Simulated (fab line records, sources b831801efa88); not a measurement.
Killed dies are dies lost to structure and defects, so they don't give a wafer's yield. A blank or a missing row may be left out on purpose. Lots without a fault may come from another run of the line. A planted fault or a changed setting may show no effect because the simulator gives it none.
Which tool did it? | flow gf180mcu | 7 lots, 21 wafers sampled, at 4 steps of a route of 602

WHAT THE GAUGES READ, wafer by wafer
GF_PASSIVATION_THK_MEAS_03.
lot  | measured     | on            | PASSIVATION_CVD_02_THK (nm)
L628 | day 28 17:07 | film_metro-03 | 707 701 708
L630 | day 29 04:23 | film_metro-01 | 689 699 705
L633 | day 30 03:13 | film_metro-01 | 706 694 698
L637 | day 31 05:02 | film_metro-01 | 698 710 720
L641 | day 32 05:59 | film_metro-04 | 691 714 691
L647 | day 33 13:20 | film_metro-01 | 692 705 713
L649 | day 34 03:19 | film_metro-01 | 692 693 713

WHICH TOOL RAN EACH LOT (tool, then ch and the chambers of the sampled wafers, then the start)
lot  | GF_V3_CVD_02                    | GF_PASSIVATION_CVD_00           | GF_PASSIVATION_CVD_02
L628 | pecvd-04 ch 1,2, day 22 00:31   | pecvd-02 ch 1,2, day 28 16:41   | pecvd-01 ch 0,2, day 28 16:49
L630 | pecvd-04 ch 0,1,2, day 22 15:49 | pecvd-04 ch 1,2, day 29 03:58   | pecvd-01 ch 0,1,2, day 29 04:05
L633 | pecvd-02 ch 0,1,2, day 23 16:17 | pecvd-01 ch 0,1,2, day 30 02:47 | pecvd-04 ch 0,1, day 30 02:56
L637 | pecvd-04 ch 0,1, day 25 01:09   | pecvd-04 ch 0,1, day 31 04:37   | pecvd-01 ch 0,1,2, day 31 04:44
L641 | pecvd-01 ch 0,1,2, day 26 07:19 | pecvd-02 ch 0,1, day 32 05:25   | pecvd-04 ch 0,2, day 32 05:41
L647 | pecvd-02 ch 0,2, day 27 23:49   | pecvd-02 ch 0,1, day 33 12:54   | pecvd-04 ch 0,2, day 33 13:02
L649 | pecvd-01 ch 0,1,2, day 28 14:07 | pecvd-02 ch 0,2, day 34 02:54   | pecvd-04 ch 0,1,2, day 34 03:02
- GF_V3_CVD_02: deposits SiO2 from TEOS, target thk 850 nm, time 90.27 s.
- GF_PASSIVATION_CVD_00: deposits SiO2 from TEOS, target thk 1000 nm, time 111.95 s.
- GF_PASSIVATION_CVD_02: deposits Si3N4, target thk 700 nm, time 486.18 s.

THE ANSWER, worked out from the rows above alone
Rule: what is usual is taken from the lots themselves. Put in order of their means at a reading, lots are off if they are a third of the lots or fewer, leave a main group of 4 or more, and stand apart from it by a gap of 3 or more times the standard deviation of the main group's means; of several such gaps the widest counts. A main group whose means are all the same, to the digits that the tables above print for the reading, isn't used. A lot without any number at a reading at which 4 lots or more have one is off too. The other lots that the step has rows for count as sound.
No lot is off at any reading shown: from this, nothing can be told.

WHAT THE SIMULATOR HAD PUT IN
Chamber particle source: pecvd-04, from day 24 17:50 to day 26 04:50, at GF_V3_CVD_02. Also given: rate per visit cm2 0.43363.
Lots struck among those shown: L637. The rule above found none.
